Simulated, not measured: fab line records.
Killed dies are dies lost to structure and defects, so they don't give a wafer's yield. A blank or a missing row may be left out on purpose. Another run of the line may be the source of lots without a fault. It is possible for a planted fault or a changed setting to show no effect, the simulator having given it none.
The tool behind it: which one?	flow sky130	36 wafers from 12 lots sampled at 3 of the route's 708 steps

## WHAT EACH GAUGE READ, for each wafer
SKY_VIA4_BOW_MEAS_03.
lot	measured	on	VIA4_BOW (um)
L401	day 41 11:04	film metro-03	87 86 81
L402	day 42 06:31	film metro-03	80 79 73
L403	day 42 07:41	film metro-01	76 73 84
L406	day 43 05:59	film metro-03	81 85 72
L407	day 43 16:36	film metro-01	85 79 83
L408	day 43 23:43	film metro-02	73 84 83
L409	day 44 07:43	film metro-02	89 81 83
L410	day 44 16:25	film metro-01	93 90 95
L412	day 44 23:59	film metro-02	78 92 79
L413	day 45 07:12	film metro-02	81 77 73
L415	day 45 20:08	film metro-02	86 68 66
L423	day 47 10:11	film metro-03	74 85 66

SKY_PASSIVATION_THK_MEAS_03.
lot	measured	on	PASSIVATION_CVD_02_THK (nm)
L401	day 43 10:52	film metro-01	536 545 544
L402	day 44 07:34	film metro-04	531 535 542
L403	day 44 07:47	film metro-04	536 544 545
L406	day 45 04:49	film metro-04	550 543 546
L407	day 45 14:50	film metro-02	535 542 544
L408	day 45 21:35	film metro-04	534 540 537
L409	day 46 05:01	film metro-01	542 536 550
L410	day 46 12:35	film metro-02	529 548 551
L412	day 46 20:27	film metro-04	547 536 545
L413	day 47 02:17	film metro-02	532 542 540
L415	day 47 15:10	film metro-04	544 547 548
L423	day 49 02:01	film metro-02	537 543 541

## WHAT TOOL EACH LOT RAN ON (gives the tool, then ch and the chambers of the sampled wafers, and finally the start)
lot	SKY_METAL3_SPUTTER_02
L401	pvd sputter-03, day 35 23:25
L402	pvd sputter-01, day 36 17:56
L403	pvd sputter-01, day 36 20:22
L406	pvd sputter-04, day 37 20:50
L407	pvd sputter-01, day 38 08:01
L408	pvd sputter-03, day 38 16:07
L409	pvd sputter-03, day 39 01:37
L410	pvd sputter-01, day 39 11:16
L412	pvd sputter-01, day 39 21:32
L413	pvd sputter-03, day 40 05:31
L415	pvd sputter-03, day 40 20:40
L423	pvd sputter-01, day 42 16:00
- SKY_METAL3_SPUTTER_02: material AlCu, target thk 735 nm, time 39.1 s.

## WHAT THE TOOLS THEMSELVES READ (means of the sampled wafers that have a number; where no wafer has one, the mark that the record gives instead)
SKY_METAL3_SPUTTER_02.
lot	tool	chamber pressure pa (Pa)	throttle valve pct (%)
L401	pvd sputter-03	0.3996	30.2
L402	pvd sputter-01	0.4004	30.5
L403	pvd sputter-01	0.4010	31.2
L406	pvd sputter-04	0.3997	30.8
L407	pvd sputter-01	0.4002	30.5
L408	pvd sputter-03	0.3997	29.9
L409	pvd sputter-03	0.3997	29.5
L410	pvd sputter-01	0.4000	30.5
L412	pvd sputter-01	0.3998	30.1
L413	pvd sputter-03	0.4002	30.1
L415	pvd sputter-03	0.4001	30.2
L423	pvd sputter-01	0.4008	30.6

## THE ANSWER, worked out from the rows above alone
Rule: what is usual is taken from the lots themselves. Put in order of their means at a reading, lots are off if they are a third of the lots or fewer, leave a main group of 4 or more, and stand apart from it by a gap of 3 or more times the standard deviation of the main group's means; of several such gaps the widest counts. A main group is skipped when, at the precision printed for the reading in the tables above, its means are all equal. Also off: a lot with no number at a reading for which 4 or more lots have one. Any other lot the step has rows for is counted as sound. After the gauges, taken in route order, come the tools' own readings; for these a lot's mean is taken, as printed above. The first step at which some lot is off is used, and at that step the reading that is off furthest; a lot without a number counts as furthest.
None of the lots is off at any reading shown; this tells nothing.

## WHAT WAS PUT IN BY THE SIMULATOR
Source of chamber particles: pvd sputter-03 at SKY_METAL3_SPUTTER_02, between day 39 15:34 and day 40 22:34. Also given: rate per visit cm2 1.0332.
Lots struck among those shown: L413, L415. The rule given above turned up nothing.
